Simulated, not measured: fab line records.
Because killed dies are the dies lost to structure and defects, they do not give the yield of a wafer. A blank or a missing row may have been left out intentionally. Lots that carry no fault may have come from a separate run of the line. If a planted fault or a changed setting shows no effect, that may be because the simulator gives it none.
fab line records | flow sky130
record: lots: 4 wafers: 12 last_day: 48
route steps=708 shown CAP2M@605 METAL4@621 VIA4@639 PAD_OPEN@708
lots that met no fault: taken from a fault-free run of the same line
start_h: start of the lot's first displayed wafer, in hours after the record's first day | wait_h: hours from the lot's prior step to this one | " the same as in the row above | L1.1+2: a row that stands for several wafers | - no value, or no start was given | * or withheld: withheld | < > ~ a bound
route shown NAME@n: NAME is a module with steps in the file, n the number in the route of the first one | usual: mean/standard deviation taken from wafers without a fault | same: alike in all rows | chamber/n: place in a boat | sites: each site's reading | _std_site: the values' standard deviation | _edge_site: inner sites' mean taken away from outer sites' mean | radius_mm: how far each site lies from the wafer's centre | mask NAME#n: copy n | behind: tool/chamber where the wafer was last shaped | hold: why the lot was held/for how many hours/how that ended | device: the n, p or np transistor that did not switch | end of line: tests of these same wafers at the route's end | a step given without rows: its recipe and nothing more | killed: not the wafer's yield, but the dies lost to structure and defects at the first sort | map: a wafer's dies, x killed, . not, _ none there
set.NAME: the run value of the setting; set.NAME@STEP: its run value at that earlier step | model.NAME: the simulator's own value behind a step, which no gauge read
lots at some steps of the route; a table a step, a row a wafer
services: a tool's chamber out of use, with start hour (start_h, from the record's first day; less than 0 if before it), hours out, and reason
== steps ==
step: SKY_CAP2M_SPUTTER_02
recipe: material: TiN target_thk_nm: 200 temp_c: 300 power_w: 6500 time_s: 166.7 chamber_pressure_pa: 0.4
step: SKY_CAP2M_DEHYDRATE_05
recipe: temp_c: 200 time_s: 60
step: SKY_CAP2M_HMDS_06
recipe: prime_time_s: 60 prime_temp_c: 120
step: SKY_CAP2M_COAT_07
recipe: resist: NOVOLAK spin_rpm: 3000 resist_thk_nm: 1140
step: SKY_CAP2M_SOFTBAKE_08
recipe: temp_c: 90 time_s: 60 resist: NOVOLAK
step: SKY_CAP2M_EXPOSE_09
recipe: mask_id: CAP2M na: 0.6 source_shape: conventional sigma_outer: 0.6 polarization: unpolarized target_cd_nm: 1000 dose_mj: 159
step: SKY_CAP2M_PEB_10
recipe: temp_c: withheld time_s: * resist: NOVOLAK
step: SKY_CAP2M_DEVELOP_11
recipe: resist: NOVOLAK developer: TMAH develop_time_s: 60 dev_temp_c: 23
step: SKY_CAP2M_METAL_ETCH_13
recipe: target_depth_nm: 220 stop_on: SiO2 chemistry: Cl2/BCl3 target: TiN pressure_mtorr: 10 icp_w: 900 bias_w: 48.5 Cl2_flow_sccm: 60 bcl3_flow_sccm: 30 time_s: 62.9
usual: drypump_motor_current_A: 5.6/0.37 he_backside_leak_sccm: 3.34/0.23 oes_product_au: 0.942/0.0068 throttle_valve_pct: 21.899/0.0093
columns lot.wafer tool chamber start_h wait_h drypump_motor_current_A he_backside_leak_sccm oes_product_au rf_hours_counter_h throttle_valve_pct
L628.1 rie_metal-04 0 983.48 0.0 5.7 3.29 0.938 20 21.910
L628.3 " 1 " " 5.5 3.46 0.933 - 21.909
L628.4 " 0 " " 5.6 3.32 0.943 - 21.900
L639.2 rie_metal-03 1 1045.19 0.0 5.5 3.34 0.935 - 21.904
L639.3 " 1 " " 5.5 3.29 0.935 - 21.901
L639.4 " 1 " " 5.5 3.49 0.941 - 21.905
L640.1 rie_metal-03 1 1052.23 0.0 5.5 3.48 0.932 22 21.898
L640.4 " 0 " " 5.2 3.31 0.930 - 21.915
L640.6 " 1 " " 5.5 3.43 0.926 - 21.901
L642.1 rie_metal-03 1 1057.58 0.0 5.5 3.25 0.944 23 21.890
L642.2 " 1 " " 5.5 3.26 0.935 - 21.904
L642.3 " 1 " " 5.5 3.04 0.949 - 21.901
step: SKY_CAP2M_STRIP_14
recipe: chemistry: O2/N2 power_w: 1400 pressure_mtorr: 1500 platen_temp_c: withheld o2_flow_sccm: 3000 n2_flow_sccm: 300 overash_fraction: 0.5
step: SKY_CAP2M_STRIP_15
recipe: chemistry: post_etch_residue_remover time_s: 1200 temp_c: 72.5
step: SKY_CAP2M_CLEAN_16
recipe: chemistry: IPA time_s: 180 temp_c: 25
step: SKY_CAP2M_CLEAN_17
recipe: chemistry: O3/DIW dry: n2_spin
step: SKY_METAL4_DEHYDRATE_05
recipe: temp_c: 200 time_s: 60
step: SKY_METAL4_HMDS_06
recipe: prime_time_s: 60 prime_temp_c: 120
step: SKY_METAL4_COAT_07
recipe: resist: BARC temp_c: withheld time_s: withheld spin_rpm: 3000 resist_thk_nm: 60
step: SKY_METAL4_COAT_08
recipe: resist: KrF-thick spin_rpm: 3000 resist_thk_nm: 1140
step: SKY_METAL4_SOFTBAKE_09
recipe: temp_c: 100 time_s: 90 resist: KrF-thick
step: SKY_METAL4_EXPOSE_10
recipe: mask_id: MM4 na: 0.68 source_shape: annular sigma_inner: 0.4 sigma_outer: 0.8 target_cd_nm: 300 dose_mj: 28
step: SKY_METAL4_PEB_11
recipe: peb_temp_c: withheld peb_time_s: withheld resist: KrF-thick
step: SKY_METAL4_DEVELOP_12
recipe: develop_time_s: 60 resist: KrF-thick dev_temp_c: 21
step: SKY_METAL4_DESCUM_15
recipe: chemistry: O2 source_power_w: 150 bias_power_w: 0 pressure_mtorr: 10 temp_c: 40 time_s: 8
step: SKY_METAL4_ETCH_16
recipe: chemistry: N2/H2 target: BARC ion_energy_ev: 200 bias_w: 98.14 pressure_mtorr: 30 n2_flow_sccm: 100 h2_flow_sccm: 200 icp_w: 500 stop_on: SiO2 time_s: 88.2 target_depth_a: 600
step: SKY_METAL4_ETCH_17
recipe: target: SiO2 stop_on: TiN chemistry: C4F8/O2/Ar source_w: 1500 bias_w: 1200 pressure_mtorr: 40 c4f8_flow_sccm: withheld O2_flow_sccm: 6 Ar_flow_sccm: 300 time_s: 3.9 target_depth_a: 150
step: SKY_METAL4_METAL_ETCH_18
recipe: target_depth_a: 8450 stop_on: SiO2 over_etch_frac: 0.3 time_s: 183.1 chemistry: Cl2/BCl3 resist_sidewall_deg: 88 pressure_mtorr: 10 icp_w: 900 bias_w: 48.5 Cl2_flow_sccm: 60 bcl3_flow_sccm: 30
step: SKY_METAL4_STRIP_19
recipe: chemistry: O2/N2 power_w: 1400 pressure_mtorr: 1500 platen_temp_c: withheld o2_flow_sccm: 3000 n2_flow_sccm: 300 overash_fraction: 0.5
step: SKY_METAL4_STRIP_20
recipe: chemistry: post_etch_residue_remover time_s: 1200 temp_c: 72.5
step: SKY_METAL4_CLEAN_21
recipe: chemistry: IPA time_s: 180 temp_c: 25
step: SKY_METAL4_CLEAN_22
recipe: chemistry: O3/DIW dry: n2_spin
step: SKY_VIA4_HDPCVD_00
recipe: material: SiO2 target_thk_nm: 1750 sigma_open_frac: 0.3 time_s: 291.7 temp_c: 400 sih4_flow_sccm: 60 pressure_mtorr: 6
step: SKY_VIA4_CMP_02
recipe: material: SiO2 down_force_psi: 4 platen_rpm: 60 pad_velocity_m_s: 0.94248
step: SKY_VIA4_DEHYDRATE_04
recipe: temp_c: 200 time_s: 60
step: SKY_VIA4_HMDS_05
recipe: prime_time_s: 60 prime_temp_c: 120
step: SKY_VIA4_COAT_06
recipe: resist: NOVOLAK spin_rpm: 3000 resist_thk_nm: 1140
step: SKY_PAD_OPEN_PROBE_99
usual: defect_limited_yield: 82.3/2.1 killed_at_M0_to_M3: 43/7.4 killed_at_M4_up: 3.1/1.8 killed_at_contacts: 26/5.6 killed_at_front_end: 15/4.9 killed_at_other: 0.2/0.44 killed_dies: 87/10 killed_open: 48/7.6 killed_short: 39/6.2 sort_bin_3_pad_short: 0.9/0.43 sort_bin_5_function: 10.5/1.5 sort_bin_6_memory: 6.3/1.2 sort_n_pass: 405/10 sort_yield_pct: 82.3/2.1
same: gross_dies: 492 killed_at_back_side: 0 sort_bin_4_leakage[%]: 0 sort_bin_8_speed[%]: 0
columns lot.wafer tool chamber start_h wait_h defect_limited_yield[%] killed_at_M0_to_M3 killed_at_M4_up killed_at_contacts killed_at_front_end killed_at_other killed_dies killed_open killed_short sort_bin_3_pad_short[%] sort_bin_5_function[%] sort_bin_6_memory[%] sort_n_pass sort_yield_pct[%] model.etest.tester.sort_n_pass model.etest.tester.sort_yield_pct model.etest.tester.sort_bin_5_pct model.etest.tester.sort_bin_3_pct
L628.1 prober-02 - 1100.05 0.1 84.1 35 4 29 10 0 78 44 31 0.8 9.1 5.9 414 84.1 414 84.15 9.146 0.813
L628.3 prober-02 - 1100.15 0.2 81.5 48 2 27 14 0 91 49 42 0.6 11.0 6.9 401 81.5 401 81.5 10.98 0.6098
L628.4 prober-02 - 1100.20 0.2 81.9 43 4 26 16 0 89 55 34 1.0 10.8 6.3 403 81.9 403 81.91 10.77 1.016
L639.2 prober-02 - 1153.12 0.1 82.7 34 2 34 15 0 85 49 36 0.4 11.2 5.7 407 82.7 407 82.72 11.18 0.4065
L639.3 prober-02 - 1153.17 0.2 87.8 26 3 18 13 0 60 32 28 0.6 7.5 4.1 432 87.8 432 87.8 7.52 0.6098
L639.4 prober-02 - 1153.22 0.2 83.1 40 1 21 21 0 83 45 38 0.8 9.8 6.3 409 83.1 409 83.13 9.756 0.813
L640.1 prober-01 - 1159.00 0.1 76.0 35 5 25 14 39 118 39 40 2.2 15.0 6.7 374 76.0 374 76.02 15.04 2.236
L640.4 prober-01 - 1159.15 0.2 85.2 40 6 20 6 1 73 39 34 0.6 9.6 4.7 419 85.2 419 85.16 9.553 0.6098
L640.6 prober-01 - 1159.25 0.2 73.2 54 3 22 11 42 132 54 36 2.4 18.5 5.9 360 73.2 360 73.17 18.5 2.439
L642.1 prober-01 - 1162.88 0.1 71.3 61 1 16 24 39 141 57 46 2.2 18.5 7.9 351 71.3 351 71.34 18.5 2.236
L642.2 prober-01 - 1162.93 0.1 75.4 45 2 23 9 42 121 40 39 0.4 17.3 6.9 371 75.4 371 75.41 17.28 0.4065
L642.3 prober-01 - 1162.98 0.2 72.6 49 4 31 8 43 135 48 44 3.3 16.9 7.3 357 72.6 357 72.56 16.87 3.252
killed by level:class
L628.1 CONTACT:geometric_particle:open=14 VIA3:geometric_particle:open=8 CONTACT:geometric_particle:short=7 VIA2:geometric_particle:open=6 VIA3:geometric_particle:short=5 FIELD_ISO:geometric_particle:open=3 POLY_GATE:geometric_particle:short=3 POLY_GATE:geometric_particle:open=3
L628.3 VIA1:geometric_particle:open=17 CONTACT:geometric_particle:open=8 LI_CONTACT:geometric_particle:open=7 METAL2:geometric_particle:short=7 VIA2:geometric_particle:open=7 CONTACT:geometric_particle:short=6 POLY_GATE:geometric_particle:short=5 FIELD_ISO:geometric_particle:short=4
L628.4 CONTACT:geometric_particle:open=10 VIA1:geometric_particle:open=9 LI_CONTACT:geometric_particle:open=8 VIA2:geometric_particle:open=7 VIA3:geometric_particle:open=6 METAL2:geometric_particle:short=5 POLY_GATE:geometric_particle:open=4 POLY_GATE:geometric_particle:short=4
L639.2 CONTACT:geometric_particle:open=14 VIA1:geometric_particle:open=10 FIELD_ISO:geometric_particle:open=7 CONTACT:geometric_particle:short=7 METAL2:geometric_particle:short=7 LI_CONTACT:geometric_particle:open=6 LOCAL_INTERCONNECT:geometric_particle:short=5 FIELD_ISO:geometric_particle:short=4
L639.3 CONTACT:geometric_particle:open=9 VIA1:geometric_particle:open=7 VIA1:geometric_particle:short=4 FIELD_ISO:geometric_particle:short=3 POLY_GATE:geometric_particle:open=3 SPACER:geometric_particle:open=3 CONTACT:geometric_particle:short=3 VIA2:geometric_particle:open=3
L639.4 CONTACT:geometric_particle:open=8 VIA2:geometric_particle:open=7 LI_CONTACT:geometric_particle:open=6 FIELD_ISO:geometric_particle:open=5 METAL1:geometric_particle:short=5 VIA1:geometric_particle:open=5 METAL2:geometric_particle:short=5 METAL3:geometric_particle:short=5
L640.1 CAP2M:unspecified=39 METAL1:geometric_particle:short=8 LI_CONTACT:geometric_particle:open=6 CONTACT:geometric_particle:open=6 VIA1:geometric_particle:open=6 VIA2:geometric_particle:open=6 LOCAL_INTERCONNECT:geometric_particle:short=5 CONTACT:geometric_particle:short=5
L640.4 CONTACT:geometric_particle:open=11 VIA2:geometric_particle:open=10 METAL2:geometric_particle:short=7 METAL4:geometric_particle:short=6 CONTACT:geometric_particle:short=5 VIA1:geometric_particle:open=5 VIA3:geometric_particle:open=5 METAL1:geometric_particle:short=4
L640.6 CAP2M:unspecified=42 VIA3:geometric_particle:open=12 VIA1:geometric_particle:open=11 CONTACT:geometric_particle:open=9 VIA1:geometric_particle:short=6 METAL2:geometric_particle:short=6 VIA2:geometric_particle:open=5 LOCAL_INTERCONNECT:geometric_particle:short=4
L642.1 CAP2M:unspecified=38 VIA1:geometric_particle:open=12 METAL1:geometric_particle:short=11 VIA2:geometric_particle:open=9 POLY_GATE:geometric_particle:open=8 FIELD_ISO:geometric_particle:open=7 METAL2:geometric_particle:short=7 LI_CONTACT:geometric_particle:open=6
L642.2 CAP2M:unspecified=42 VIA3:geometric_particle:open=8 VIA1:geometric_particle:open=8 CONTACT:geometric_particle:open=6 CONTACT:geometric_particle:short=6 VIA1:geometric_particle:short=6 VIA2:geometric_particle:open=6 LI_CONTACT:geometric_particle:open=5
L642.3 CAP2M:unspecified=42 LI_CONTACT:geometric_particle:open=8 VIA1:geometric_particle:open=8 CONTACT:geometric_particle:open=7 METAL1:geometric_particle:short=7 CONTACT:geometric_particle:short=7 METAL2:geometric_particle:short=6 VIA3:geometric_particle:open=6
map L640.6 (x killed, . not)
__________......x..._________
________.xxx....x...x._______
______..........x......._____
_____...x....xx..........____
____x..x..x..x....x..x....___
___...........x..x.........__
__..........x...x.xx..x....x_
_xx..x.....x.................
_.......xxx...x......x.....xx
_........x....x........x.....
_....xxx.x.x.x.x.x...........
_x.....x.xx.xx....x...xx.x...
_....xx.xx..xx..x...xx.....x.
_x.xx.xxxxx..........x.....x.
_...xxxxxxx.x.x..x.....x.xxx.
__xx.xxxxxx.....x.x..x...x.._
___.xxxxxx.x.x.......x.....__
____xxx.xx.x......x.x.....___
_____x.x..x.x..........x.____
______..xx......x..x.xxx_____
________.............._______
__________...x......_________
map L642.1 (x killed, . not)
__________......x.x._________
________......xx..x..._______
______....x..x........x._____
_____.x......x.xx.x......____
____.x.x...x........x.....___
___x.x..x....x.x..x....x...__
__x.x..x...x....x.......x..._
_................xx..x.xxx...
_x........xxx.......x........
_.x.x..x..x..................
_.x.x...x.x..........xx.x.x..
_.xxxxx..........x.x.......x.
_..x.x.x..x..x.x.xx......x...
_.xx.xxxx.....x.xx.....x.x.x.
_....xxxxxx...x..x....x..x...
__xxxxxxxxxx.xx....x.....x.._
___x.xxxxxx.xx...xxx..x....__
____x.xxxxx.x.xx.....xx...___
_____.x..xx...x..........____
______x..x.x........x..._____
________..x.x..x......_______
__________.........._________
== services ==
columns tool chamber start_h hours kind
rie_metal-03 - 1001.81 2.8 pm
rie_metal-04 - 1009.38 4.3 pm
rie_metal-04 0 1014.21 - clean
rie_metal-04 0 1014.21 24.8 scheduled_down
rie_metal-04 0 1014.21 24.8 vent_cycle
rie_metal-03 0 1030.52 - clean
rie_metal-03 0 1030.52 21.2 scheduled_down
rie_metal-03 0 1030.52 21.2 vent_cycle
rie_metal-04 1 1033.61 4.0 repair
rie_metal-03 0 1055.96 21.5 repair
== key ==
first_sign: step: SKY_PAD_OPEN_PROBE_99 reading: killed_at_other direction: up sigmas: 41 usual: 0.2 struck: 41
effect: step: SKY_PAD_OPEN_PROBE_99 reading: sort_bin_5_function direction: up sigmas: 4.4 usual: 10.5 struck: 17.2
model_effect: step: SKY_PAD_OPEN_PROBE_99 value: etest.tester.sort_n_pass without: 398 struck: 362.6
met_at SKY_CAP2M_METAL_ETCH_13
struck_wafers L640.1,L640.6,L642.1,L642.2,L642.3
onset_between 1045.19 1052.23
fault: kind: chamber_particle_source tool: rie_metal-03 chamber: 1 onset_h: 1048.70 steps: SKY_CAP2M_METAL_ETCH_13 rate_per_visit_cm2: 0.44257 end_h: 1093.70
